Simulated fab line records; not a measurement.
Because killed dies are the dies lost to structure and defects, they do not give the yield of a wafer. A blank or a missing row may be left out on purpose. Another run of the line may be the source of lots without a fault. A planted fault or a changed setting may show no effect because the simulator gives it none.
Problem report, 8D (eight disciplines) form, completed by code ; flow gf180mcu ; the parts of the form that need people (team, actions taken, sign-off) are left out

== 1. THE PROBLEM ==
Wafers free of any fault read 2 nm (standard deviation 6) for CONTACT_OVL at GF_CONTACT_OVL_MEAS_15, against a mean of 38 nm on 6 wafers of 2 lots. That puts it +6.1 standard deviations away from the usual mean.
Seen first at day 19 09:41 on overlay-01, wafer L399.1. At this step, 42 wafers from 14 lots have a number in the record. By rule, "out" or "out of limits" means more than 4 standard deviations away from the usual mean. All remaining wafers that have a number are taken as sound.

== 2. WHAT IT IS AND WHAT IT IS NOT ==
question;is;is not
which readings at this step;CONTACT_OVL;-
which lots;L399, L400;L393, L394, L397, L398, L401, L404, L406, L408, L409, L410, L412, L413
which wafers of those lots;all that have a number;-
read on which gauges;overlay-01;overlay-02
when;from day 19 09:41;"up to then (12 sound wafers); but 24 sound wafers of L401, L404, L406, L408, L409, L410, L412, L413 came after"

== 3. THE SUSPECTS, EACH WITH WHAT RULES IT OUT ==
Counting: a tool at a process step up to the reading stays a suspect if it ran every lot that is out and no sound lot after the first of them.
- the gauge at GF_CONTACT_OVL_MEAS_15: kept. All the wafers that are out were read on overlay-01, and no step on other tools shows them out.
- krfScanner-01 at GF_CONTACT_EXPOSE_11 (exposes mask Contact, target cd 220 nm): kept. Every lot that is out went through it, starting with L399 (day 18 21:37), and after that it ran no sound lot; the last sound lot it ran before then is L398 (day 18 18:28).
What counting leaves: krfScanner-01 at GF_CONTACT_EXPOSE_11 and overlay-01 at GF_CONTACT_OVL_MEAS_15.

== 4. THE CAUSE (what the simulator had put in) ==
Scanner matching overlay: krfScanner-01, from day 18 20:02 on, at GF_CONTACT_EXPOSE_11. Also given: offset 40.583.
Counting leaves 2 suspects; this tool is one of them.

== 5. SEQUENCE OF EFFECTS, ordered by route ==
Each row: a reading whose mean over the struck wafers that have a number lies more than 3 standard deviations from the usual. Scope: only readings with a usual standard deviation given in the record; hours: median across lots of the time from each lot's start at the first step in this table that gives one to its start at this step; sigmas: change in usual standard deviations.
hours;step;reading;usual;on struck wafers;change;sigmas
0;GF_CONTACT_OVL_MEAS_15;CONTACT_OVL;2 nm;38;+36;+6.1

== 6. WHAT WOULD HAVE CAUGHT IT SOONER ==
The first out-of-limits reading at a measuring or inspecting step in this record came at day 19 09:41, 14 hours after the fault's start at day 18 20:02.
Each of the lots that are out, 2 in all, had begun GF_CONTACT_EXPOSE_11 on krfScanner-01 no later than day 19 09:41. Had the tool been put on hold then, not one of them would have been saved.
